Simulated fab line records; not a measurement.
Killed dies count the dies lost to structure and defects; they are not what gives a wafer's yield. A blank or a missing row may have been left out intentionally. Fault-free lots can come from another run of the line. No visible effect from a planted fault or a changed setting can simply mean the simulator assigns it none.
A struck lot beside a sound one + flow sky130 + 15 out of 708 route steps
Sound: wafers L485.1, L485.2, L485.6. Wafers L477.1, L477.4, L477.6 were the ones struck. At the end, the cause is stated.
For every step that has rows: the tool of each side, followed by ch and its chambers, followed by its first start. Under that, the readings that differ: sound wafers + struck wafers + difference of the means + sigmas: that difference in standard deviations of wafers without a fault.
alike: same words and numbers on both sides, and readings whose means sit less than 2 such deviations apart. not compared: any withheld reading, any reading some wafer has no value for, any bound like >300 that may hide the same value, and any number with overlapping values for which the record gives no deviation.
A row with sigmas, a row that says differs or no value, or rows on one side alone: a step with any of these is where the two part. When numbers do not overlap yet have no deviation, they are printed without sigmas and do not part them. Lack of a reading on every wafer of one side parts them only where that side has two or more wafers.

first, 3 steps without rows for these wafers: SKY_RES_PROTECT_PEB_05; SKY_RES_PROTECT_DEVELOP_06 (develop time 60 s); SKY_POLY_GATE_IMPLANT_02.
SKY_RES_PROTECT_STRIP_07: strips in O2/N2.
  sound on plasma-asher-04 ch 0,1, day 21 20:40; struck on plasma-asher-03 ch 0,1, day 19 05:46
| reading                      | sound             | struck            | difference | sigmas |
|------------------------------|-------------------|-------------------|------------|--------|
| strip-time-to-endpoint-s (s) | 23.38 23.34 23.33 | 23.25 23.25 23.23 | -0.11      | -2     |
  alike: drypump-motor-current-A, n2-flow-sccm, oes-product-au
  not compared: rf-hours-counter-h
SKY_RES_PROTECT_TW_MEAS_08:
  sound on film-metro-03 at day 21 20:46; struck on film-metro-01 at day 19 05:52
  alike: POLY_GATE_TW
then, 2 steps without rows for these wafers: SKY_RES_PROTECT_CLEAN_09 (cleans in SC1/SC2, time 150 s); SKY_POLY_GATE_CVD_03 (deposits Si3N4 from DCS/NH3, target thk 75 nm, time 1290 s).
SKY_POLY_GATE_THK_MEAS_04:
  sound on film-metro-02 at day 21 22:13; struck on film-metro-01 at day 19 07:19
  alike: POLY_GATE_CVD_03_THK
then, 4 steps without rows for these wafers: SKY_POLY_GATE_DEHYDRATE_05 (time 60 s); SKY_POLY_GATE_HMDS_06 (prime time 60 s); SKY_POLY_GATE_COAT_07 (resist thk 110 nm); SKY_POLY_GATE_COAT_08 (resist thk 450 nm).
SKY_POLY_GATE_SOFTBAKE_09: time 90 s.
  sound on litho-track-03 ch 0, day 22 13:00; struck on litho-track-03 ch 0, day 19 22:00
| reading                  | sound              | struck            | difference | sigmas |
|--------------------------|--------------------|-------------------|------------|--------|
| heater-power-total-W (W) | 57.56 57.50 57.46  | 54.98 55.29 54.93 | -2.44      | -20    |
| plate-temp-C (C)         | 99.95 100.12 99.91 | 97.25 97.16 97.08 | -2.83      | -22    |
then, 1 step without rows for these wafers: SKY_POLY_GATE_EXPOSE_10 (exposes mask P1M, target cd 150 nm).
-- record jumps: 29 days separate the struck wafers' starts on either side; left off in module POLY_GATE, taken up again in module PAD_OPEN, whose first shown step is the route's number 708 --
SKY_PAD_OPEN_PROBE_99:
  sound on prober-01 at day 50 08:44; struck on prober-01 at day 48 20:24
  alike: killed_at_M0_to_M3, killed_at_M4_up, killed-at-contacts, killed-at-front-end, killed-at-other, killed-dies, killed-open, killed-short

## WHERE THEY PART
At SKY_RES_PROTECT_STRIP_07 first; at SKY_POLY_GATE_SOFTBAKE_09 last (within this record only). Later steps at which nothing parts them and some readings are alike: SKY_PAD_OPEN_PROBE_99.

WHY: what the simulator had put in
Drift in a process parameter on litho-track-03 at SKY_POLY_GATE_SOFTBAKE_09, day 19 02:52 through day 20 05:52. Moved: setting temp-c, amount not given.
